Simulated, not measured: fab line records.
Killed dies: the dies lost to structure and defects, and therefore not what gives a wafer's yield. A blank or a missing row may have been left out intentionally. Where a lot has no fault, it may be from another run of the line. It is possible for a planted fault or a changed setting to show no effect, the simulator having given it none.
Which of the tools did it? | flow sky130 | Sampling: 11 lots, 33 wafers, 5 of 708 route steps

WHAT EACH GAUGE READ, for each wafer
SKY_CAPM_THK_MEAS_01. Usual: CAPM_CVD_00_THK 15.49 nm, standard deviation 0.21.
lot  | measured     | on            | CAPM_CVD_00_THK (nm) | flag
L986 | day 36 00:59 | film metro-01 | 15.51 15.64 15.41    |
L987 | day 36 09:35 | film metro-03 | 15.39 15.55 15.46    |
L988 | day 36 16:23 | film metro-03 | 15.68 15.84 15.81    |
L991 | day 38 01:34 | film metro-03 | 15.31 15.20 15.74    |
L992 | day 39 01:32 | film metro-03 | 15.09 15.25 15.70    |
L994 | day 39 02:20 | film metro-02 | 15.27 15.34 15.72    |
L995 | day 39 08:22 | film metro-02 | 15.41 15.45 15.66    |
L102 | day 41 06:28 | film metro-03 | 15.47 15.27 15.74    |
L104 | day 42 01:38 | film metro-03 | 15.23 15.39 15.50    |
L105 | day 42 06:13 | film metro-01 | 15.56 15.86 15.94    |
L109 | day 42 23:59 | film metro-03 | 15.67 15.70 15.51    |

SKY_VIA4_THK_MEAS_01. Usual: VIA4_HDPCVD_THK 1753 nm, standard deviation 15.
lot  | measured     | on            | VIA4_HDPCVD_THK (nm) | flag
L986 | day 41 12:39 | film metro-04 | 1766 1763 1784       |
L987 | day 41 18:05 | film metro-03 | 1762 1748 1762       |
L988 | day 42 03:01 | film metro-04 | 1724 1742 1781       |
L991 | day 43 07:25 | film metro-03 | 1752 1732 1748       |
L992 | day 44 07:10 | film metro-03 | 1769 1760 1776       |
L994 | day 44 06:20 | film metro-03 | 1767 1746 1754       |
L995 | day 44 11:28 | film metro-03 | 1741 1736 1765       |
L102 | day 46 03:50 | film metro-04 | 1766 1754 2389       | OFF
L104 | day 46 20:00 | film metro-03 | 1735 1718 1746       |
L105 | day 47 00:56 | film metro-03 | 1754 1766 1743       |
L109 | day 47 15:24 | film metro-01 | 1708 1736 1732       |

WHAT TOOL EACH LOT RAN ON (gives the tool, then ch and the chambers of the sampled wafers, and finally the start)
lot  | SKY_CAPM_CVD_00                 | SKY_METAL4_STRIP_19                  | SKY_VIA4_HDPCVD_00
L986 | pecvd-01 ch 0,1,2, day 36 00:58 | plasma asher-02 ch 0,1, day 41 11:49 | hdpcvd-01 ch 1,2, day 41 12:28
L987 | pecvd-04 ch 1,2, day 36 09:34   | plasma asher-03 ch 0,1, day 41 17:19 | hdpcvd-01 ch 1,2, day 41 17:55
L988 | pecvd-02 ch 0,1,2, day 36 16:21 | plasma asher-02 ch 0,1, day 42 02:14 | hdpcvd-01 ch 0,1,2, day 42 02:53
L991 | pecvd-01 ch 0,2, day 38 01:32   | plasma asher-01 ch 0,1, day 43 06:37 | hdpcvd-02 ch 0,1,2, day 43 07:14
L992 | pecvd-01 ch 0,1, day 39 01:29   | plasma asher-01 ch 0,1, day 44 06:24 | hdpcvd-01 ch 0,2, day 44 06:58
L994 | pecvd-04 ch 1,2, day 39 02:17   | plasma asher-03 ch 0,1, day 44 05:34 | hdpcvd-02 ch 0,1,2, day 44 06:09
L995 | pecvd-01 ch 0,1,2, day 39 08:20 | plasma asher-03 ch 0,1, day 44 10:41 | hdpcvd-02 ch 1,2, day 44 11:17
L102 | pecvd-04 ch 0,1,2, day 41 06:26 | plasma asher-02 ch 0,1, day 46 03:04 | hdpcvd-01 ch 1,2, day 46 03:40
L104 | pecvd-02 ch 0,1, day 42 01:36   | plasma asher-03 ch 0,1, day 46 19:13 | hdpcvd-02 ch 0,1,2, day 46 19:49
L105 | pecvd-01 ch 2, day 42 06:10     | plasma asher-03 ch 0,1, day 47 00:08 | hdpcvd-02 ch 0,1,2, day 47 00:45
L109 | pecvd-01 ch 0,2, day 42 23:58   | plasma asher-02 ch 0,1, day 47 14:35 | hdpcvd-02 ch 1,2, day 47 15:13
- SKY_CAPM_CVD_00: deposits SiO2, target thk 15.5 nm.
- SKY_METAL4_STRIP_19: strips in O2/N2.
- SKY_VIA4_HDPCVD_00: deposits SiO2, target thk 1750 nm, time 291.7 s.

WHAT THE TOOLS THEMSELVES READ (means of the sampled wafers that have a number; where no wafer has one, the mark that the record gives instead)
SKY_CAPM_CVD_00. Usual: heater power w 762 W, standard deviation 72.
lot  | tool     | heater power w (W) | flag
L986 | pecvd-01 | 759                |
L987 | pecvd-04 | 824                |
L988 | pecvd-02 | 746                |
L991 | pecvd-01 | 630                |
L992 | pecvd-01 | 818                |
L994 | pecvd-04 | 828                |
L995 | pecvd-01 | 794                |
L102 | pecvd-04 | 839                |
L104 | pecvd-02 | 776                |
L105 | pecvd-01 | 664                |
L109 | pecvd-01 | 773                |

SKY_METAL4_STRIP_19. Usual: drypump motor current A 5.51 A, standard deviation 0.29; oes product au 0.503 a.u., standard deviation 0.0055; strip time to endpoint s 6.56 s, standard deviation 0.061.
lot  | tool            | drypump motor current A (A) | oes product au (a.u.) | strip time to endpoint s (s) | flag
L986 | plasma asher-02 | 5.61                        | 0.503                 | 6.62                         |
L987 | plasma asher-03 | 5.56                        | 0.499                 | 6.49                         |
L988 | plasma asher-02 | 5.35                        | 0.504                 | 6.60                         |
L991 | plasma asher-01 | 5.47                        | 0.508                 | 6.58                         |
L992 | plasma asher-01 | 5.38                        | 0.499                 | 6.59                         |
L994 | plasma asher-03 | 5.65                        | 0.500                 | 6.59                         |
L995 | plasma asher-03 | 5.56                        | 0.503                 | 6.59                         |
L102 | plasma asher-02 | 5.35                        | 0.503                 | 6.58                         |
L104 | plasma asher-03 | 5.63                        | 0.504                 | 6.55                         |
L105 | plasma asher-03 | 5.57                        | 0.507                 | 6.55                         |
L109 | plasma asher-02 | 5.37                        | 0.499                 | 6.46                         |

SKY_VIA4_HDPCVD_00. Usual: pressure mtorr 6.000 mTorr, standard deviation 0.012.
lot  | tool      | pressure mtorr (mTorr) | flag
L986 | hdpcvd-01 | 5.998                  |
L987 | hdpcvd-01 | 6.007                  |
L988 | hdpcvd-01 | 5.993                  |
L991 | hdpcvd-02 | 5.996                  |
L992 | hdpcvd-01 | 6.007                  |
L994 | hdpcvd-02 | 6.009                  |
L995 | hdpcvd-02 | 6.009                  |
L102 | hdpcvd-01 | 5.998                  |
L104 | hdpcvd-02 | 6.003                  |
L105 | hdpcvd-02 | 6.007                  |
L109 | hdpcvd-02 | 5.991                  |

THE ANSWER, worked out from the rows above alone
Rule: take the mean of a lot's wafers that have a number; if it is more than 3 standard deviations from the usual mean, the lot is off. A lot without any number at a reading at which 4 lots or more have one is off too. Any other lot the step has rows for is counted as sound. The gauges are gone through in route order, then the tools' own readings, and for those a lot's mean is taken as printed above. At the first step where some lot is off, the reading lying furthest off is the one used; lots without a number count as furthest.
Off: L102, at SKY_VIA4_THK_MEAS_01 (VIA4_HDPCVD_THK).
A tool fits if, at a process step before that reading, it ran every lot that is off, and no sound lot after the first of them. Those tools and the gauges at SKY_VIA4_THK_MEAS_01 are tried in the same way. Can't be told from this: 3 tools fit, pecvd-04 at SKY_CAPM_CVD_00, hdpcvd-01 at SKY_VIA4_HDPCVD_00, film metro-04 at SKY_VIA4_THK_MEAS_01.

WHAT HAD BEEN PUT IN BY THE SIMULATOR
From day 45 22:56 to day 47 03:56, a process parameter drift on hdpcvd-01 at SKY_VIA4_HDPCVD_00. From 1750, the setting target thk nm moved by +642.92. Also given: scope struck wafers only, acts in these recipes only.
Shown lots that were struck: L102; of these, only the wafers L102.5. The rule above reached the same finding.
